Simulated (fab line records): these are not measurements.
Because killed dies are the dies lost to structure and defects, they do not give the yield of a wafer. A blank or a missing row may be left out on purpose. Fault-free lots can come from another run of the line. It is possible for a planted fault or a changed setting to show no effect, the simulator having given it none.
Which tool was responsible? ; flow gf180mcu ; 12 lots, 36 wafers sampled, at 5 steps of a route of 602

== WHAT EACH GAUGE READ, for each wafer ==
GF_V5_THK_MEAS_03. Usual: V5_CVD_02_THK gives 1442 nm (standard deviation 17).
lot;measured;on;V5_CVD_02_THK (nm);flag
L428;day 27 08:22;filmMetro-01;1462 1474 1465;
L429;day 27 15:05;filmMetro-02;1454 1464 1456;
L431;day 28 03:19;filmMetro-04;1465 1440 1466;
L432;day 28 11:50;filmMetro-04;1424 1441 1459;
L435;day 29 10:25;filmMetro-01;1412 1436 1439;
L436;day 29 16:25;filmMetro-02;1406 1425 1439;
L438;day 30 15:07;filmMetro-04;1422 1434 1430;
L439;day 30 16:05;filmMetro-04;1433 1455 1455;
L444;day 31 23:57;filmMetro-02;1453 1547 1472 1454 1548 1472;
L445;day 32 04:42;filmMetro-02;1418 1582 1436 1419 1581 1436;
L446;day 32 10:14;filmMetro-04;1423 1419 1448;
L448;day 32 21:19;filmMetro-02;1461 1451 1471;

GF_V5_RS_MEAS_24: measurement is done with a four-point probe. Usual: V5_W_RS gives 0.329 ohm/sq (standard deviation 0.004).
lot;measured;on;V5_W_RS (ohm/sq);flag
L428;day 28 06:38;filmMetro-04;0.324 0.323 0.329;
L429;day 28 12:49;filmMetro-02;0.324 0.321 0.331;
L431;day 28 23:49;filmMetro-02;0.328 0.325 0.325;
L432;day 29 09:40;filmMetro-02;0.324 0.325 0.325;
L435;day 30 06:53;filmMetro-04;0.327 0.327 0.330;
L436;day 30 12:25;filmMetro-04;0.332 0.336 0.337;
L438;day 31 10:30;filmMetro-04;0.333 0.331 0.329;
L439;day 31 11:31;filmMetro-01;0.332 0.336 0.328;
L444;day 32 18:47;filmMetro-02;0.332 0.329 0.332;
L445;day 32 22:37;filmMetro-02;0.328 0.330 0.330;
L446;day 33 04:16;filmMetro-04;0.330 0.333 0.332;
L448;day 33 14:52;filmMetro-04;0.326 0.325 0.327;

== WHAT TOOL EACH LOT RAN ON (gives the tool, then ch and the chambers of the sampled wafers, and finally the start) ==
lot;GF_V4_SPUTTER_22;GF_V5_CVD_02;GF_V5_ETCH_16
L428;pvdSputter-03, day 25 12:01;pecvd-04 ch 0,1,2, day 27 08:17;rieDiel-01 ch 1,2,3, day 28 05:20
L429;pvdSputter-01, day 25 20:04;pecvd-04 ch 0,1, day 27 14:58;rieDiel-01 ch 0,2,3, day 28 11:48
L431;pvdSputter-03, day 26 08:56;pecvd-02 ch 1,2, day 28 03:11;rieDiel-01 ch 0,1,2, day 28 22:51
L432;pvdSputter-01, day 26 16:52;pecvd-04 ch 0,1, day 28 11:43;rieDiel-01 ch 2,3, day 29 07:17
L435;pvdSputter-02, day 27 17:25;pecvd-02 ch 0,2, day 29 10:17;rieDiel-03 ch 1,3, day 30 05:57
L436;pvdSputter-02, day 27 23:27;pecvd-03 ch 0,1, day 29 16:18;rieDiel-02 ch 0,1,2, day 30 11:23
L438;pvdSputter-02, day 28 23:37;pecvd-04 ch 0,1,2, day 30 15:01;rieDiel-02 ch 0,1,3, day 31 09:35
L439;pvdSputter-03, day 29 00:59;pecvd-03 ch 0,1,2, day 30 15:58;rieDiel-01 ch 0,1,3, day 31 10:35
L444;pvdSputter-03, day 30 10:22;pecvd-03 ch 0,1,2, day 31 23:50;rieDiel-01 ch 1,2,3, day 32 17:47
L445;pvdSputter-03, day 30 15:58;pecvd-03 ch 0,1,2, day 32 04:35;rieDiel-02 ch 0,2, day 32 21:41
L446;pvdSputter-02, day 30 22:18;pecvd-02 ch 0,2, day 32 10:07;rieDiel-02 ch 0,1, day 33 03:20
L448;pvdSputter-03, day 31 09:11;pecvd-04 ch 0,1,2, day 32 21:13;rieDiel-02 ch 1,2,3, day 33 13:53
- GF_V4_SPUTTER_22: material TiN, target thk 10 nm, time 40 s.
- GF_V5_CVD_02: deposits SiO2 from TEOS, target thk 1450 nm, time 163.28 s.
- GF_V5_ETCH_16: etches BARC in N2/H2.

== AS READ BY THE TOOLS THEMSELVES (means over the sampled wafers that have a number; for cases with no such wafer, the mark the record gives instead) ==
GF_V4_SPUTTER_22. Usual: cathodeDcPowerW 4000.0 W, standard deviation 0.73; throttleValvePct 30.3 %, standard deviation 0.99.
lot;tool;cathodeDcPowerW (W);throttleValvePct (%);flag
L428;pvdSputter-03;4000.2;30.1;
L429;pvdSputter-01;4000.5;29.9;
L431;pvdSputter-03;4000.3;31.2;
L432;pvdSputter-01;3999.9;31.1;
L435;pvdSputter-02;4000.5;29.3;
L436;pvdSputter-02;3999.8;30.2;
L438;pvdSputter-02;4000.4;29.9;
L439;pvdSputter-03;3999.5;31.3;
L444;pvdSputter-03;4000.1;30.3;
L445;pvdSputter-03;3999.8;30.2;
L446;pvdSputter-02;3999.8;30.0;
L448;pvdSputter-03;4000.3;30.8;

GF_V5_CVD_02. Usual: heaterPowerW reads 715 W (standard deviation 130).
lot;tool;heaterPowerW (W);flag
L428;pecvd-04;630;
L429;pecvd-04;573;
L431;pecvd-02;697;
L432;pecvd-04;539;
L435;pecvd-02;723;
L436;pecvd-03;773;
L438;pecvd-04;621;
L439;pecvd-03;722;
L444;pecvd-03;684;
L445;pecvd-03;722;
L446;pecvd-02;707;
L448;pecvd-04;598;

GF_V5_ETCH_16. Usual: drypumpMotorCurrentA 6.0 A, standard deviation 0.35; n2FlowSccm 100.01 sccm, standard deviation 0.28; oesProductAu 0.855 a.u., standard deviation 0.0045; throttleValvePct 13.225 %, standard deviation 0.0087.
lot;tool;drypumpMotorCurrentA (A);n2FlowSccm (sccm);oesProductAu (a.u.);throttleValvePct (%);flag
L428;rieDiel-01;6.2;100.15;0.852;13.221;
L429;rieDiel-01;5.9;99.66;0.856;13.228;
L431;rieDiel-01;6.2;100.32;0.851;13.224;
L432;rieDiel-01;5.9;100.11;0.855;13.220;
L435;rieDiel-03;6.0;100.10;0.855;13.221;
L436;rieDiel-02;5.9;99.84;0.852;13.223;
L438;rieDiel-02;5.8;100.33;0.854;13.225;
L439;rieDiel-01;6.1;99.87;0.853;13.227;
L444;rieDiel-01;6.2;100.04;0.855;13.228;
L445;rieDiel-02;5.8;99.77;0.857;13.232;
L446;rieDiel-02;5.6;100.08;0.861;13.218;
L448;rieDiel-02;6.0;99.77;0.857;13.217;

== THE ANSWER, worked out from the rows above alone ==
Rule: a lot is off if the mean of its wafers that have a number lies more than 3 standard deviations from the usual mean. Also off: a lot with no number at a reading for which 4 or more lots have one. Where the step has rows for the other lots, those lots are counted as sound. After the gauges, taken in route order, come the tools' own readings; for these a lot's mean is taken, as printed above. The first step at which some lot is off is used, and at that step the reading that is off furthest; a lot without a number counts as furthest.
No lot is off at any reading shown: from this, nothing can be told.

== WHAT WAS PUT IN BY THE SIMULATOR ==
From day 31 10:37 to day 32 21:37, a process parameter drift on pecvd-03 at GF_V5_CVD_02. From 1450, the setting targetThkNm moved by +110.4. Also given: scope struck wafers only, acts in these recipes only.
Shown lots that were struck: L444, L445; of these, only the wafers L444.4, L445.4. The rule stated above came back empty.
